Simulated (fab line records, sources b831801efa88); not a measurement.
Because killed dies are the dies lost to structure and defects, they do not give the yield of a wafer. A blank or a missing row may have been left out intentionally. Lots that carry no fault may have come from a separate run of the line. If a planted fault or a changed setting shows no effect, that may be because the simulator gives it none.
Which tool is to blame? :: flow gf180mcu :: Sampling: 15 lots, 45 wafers, 3 of 602 route steps

## WHAT THE GAUGES SHOWED, per wafer
GF_V4_BOW_MEAS_05.
lot: L394
measured: day 24 05:32
on: film_metro-01
V4_BOW (um): 141 143 154

lot: L395
measured: day 24 11:38
on: film_metro-02
V4_BOW (um): 116 116 118

lot: L397
measured: day 25 08:15
on: film_metro-02
V4_BOW (um): 130 144 132

lot: L399
measured: day 25 23:35
on: film_metro-02
V4_BOW (um): 140 127 125

lot: L400
measured: day 26 07:15
on: film_metro-01
V4_BOW (um): 118 134 133

lot: L403
measured: day 27 06:17
on: film_metro-02
V4_BOW (um): 131 127 128

lot: L404
measured: day 27 12:16
on: film_metro-02
V4_BOW (um): 138 139 140

lot: L405
measured: day 27 21:17
on: film_metro-02
V4_BOW (um): 143 138 136

lot: L406
measured: day 28 00:49
on: film_metro-01
V4_BOW (um): 112 112 130

lot: L408
measured: day 28 15:50
on: film_metro-03
V4_BOW (um): 131 148 130

lot: L409
measured: day 28 22:23
on: film_metro-01
V4_BOW (um): 132 132 127

lot: L412
measured: day 29 17:26
on: film_metro-01
V4_BOW (um): 138 134 143

lot: L413
measured: day 30 03:05
on: film_metro-03
V4_BOW (um): 113 125 120

lot: L414
measured: day 30 08:45
on: film_metro-03
V4_BOW (um): 143 137 143

lot: L415
measured: day 30 16:13
on: film_metro-02
V4_BOW (um): 120 137 131

GF_V5_BOW_MEAS_05.
lot: L394
measured: day 27 00:20
on: film_metro-04
V5_BOW (um): 142 145 155

lot: L395
measured: day 27 06:41
on: film_metro-03
V5_BOW (um): 112 112 115

lot: L397
measured: day 28 01:16
on: film_metro-02
V5_BOW (um): 129 144 131

lot: L399
measured: day 28 15:10
on: film_metro-04
V5_BOW (um): 137 126 121

lot: L400
measured: day 28 22:05
on: film_metro-04
V5_BOW (um): 120 136 135

lot: L403
measured: day 29 20:06
on: film_metro-02
V5_BOW (um): 130 127 128

lot: L404
measured: day 30 01:43
on: film_metro-04
V5_BOW (um): 134 135 135

lot: L405
measured: day 30 11:33
on: film_metro-04
V5_BOW (um): 141 137 134

lot: L406
measured: day 30 13:21
on: film_metro-03
V5_BOW (um): 117 116 135

lot: L408
measured: day 31 03:08
on: film_metro-04
V5_BOW (um): 127 143 125

lot: L409
measured: day 31 08:07
on: film_metro-03
V5_BOW (um): 126 126 120

lot: L412
measured: day 32 03:14
on: film_metro-02
V5_BOW (um): 136 133 142

lot: L413
measured: day 32 10:50
on: film_metro-04
V5_BOW (um): 112 125 120

lot: L414
measured: day 32 15:58
on: film_metro-03
V5_BOW (um): 140 134 139

lot: L415
measured: day 32 23:17
on: film_metro-02
V5_BOW (um): 123 140 133

## WHAT TOOL EACH LOT RAN ON (gives the tool, then ch and the chambers of the sampled wafers, and finally the start)
lot: L394
GF_SAB_WET_ETCH_12: wet_bench-04 ch 1, day 15 20:43

lot: L395
GF_SAB_WET_ETCH_12: wet_bench-02 ch 0, day 16 03:19

lot: L397
GF_SAB_WET_ETCH_12: wet_bench-02 ch 1, day 17 01:43

lot: L399
GF_SAB_WET_ETCH_12: wet_bench-03 ch 0, day 17 19:22

lot: L400
GF_SAB_WET_ETCH_12: wet_bench-02 ch 3, day 18 01:58

lot: L403
GF_SAB_WET_ETCH_12: wet_bench-04 ch 0, day 19 05:07

lot: L404
GF_SAB_WET_ETCH_12: wet_bench-04 ch 1, day 19 11:43

lot: L405
GF_SAB_WET_ETCH_12: wet_bench-02 ch 0, day 19 23:01

lot: L406
GF_SAB_WET_ETCH_12: wet_bench-02 ch 3, day 20 02:13

lot: L408
GF_SAB_WET_ETCH_12: wet_bench-04 ch 1, day 20 18:46

lot: L409
GF_SAB_WET_ETCH_12: wet_bench-03 ch 0, day 21 06:19

lot: L412
GF_SAB_WET_ETCH_12: wet_bench-04 ch 1, day 22 03:52

lot: L413
GF_SAB_WET_ETCH_12: wet_bench-02 ch 3, day 22 16:49

lot: L414
GF_SAB_WET_ETCH_12: wet_bench-02 ch 3, day 23 00:43

lot: L415
GF_SAB_WET_ETCH_12: wet_bench-02 ch 0, day 23 09:55
- GF_SAB_WET_ETCH_12: etches SiO2 in dHF, target depth 22 nm, time 440 s.

## WHAT THE TOOLS THEMSELVES READ (means of the sampled wafers that have a number; where no wafer has one, the mark that the record gives instead)
The record holds no such reading with a usual standard deviation.

## THE ANSWER, worked out from the rows above alone
Rule: usual is defined by the lots themselves. The widest of any qualifying gaps counts: lots, ordered by their means at a reading, are off when they make up no more than a third of the lots, leave a main group of 4 or more, and stand apart from it by 3 or more times the standard deviation of that group's means. If all means in a main group match to the digits the tables above print for the reading, that group is not used. A lot without any number at a reading at which 4 lots or more have one is off too. Any other lot the step has rows for is counted as sound. Order of review: gauges by route order, followed by the tools' own readings, for which a lot's mean as printed above is used. The first step at which some lot is off is used, and at that step the reading that is off furthest; a lot without a number counts as furthest.
None of the lots is off at any reading shown; this tells nothing.

## WHAT HAD BEEN PUT IN BY THE SIMULATOR
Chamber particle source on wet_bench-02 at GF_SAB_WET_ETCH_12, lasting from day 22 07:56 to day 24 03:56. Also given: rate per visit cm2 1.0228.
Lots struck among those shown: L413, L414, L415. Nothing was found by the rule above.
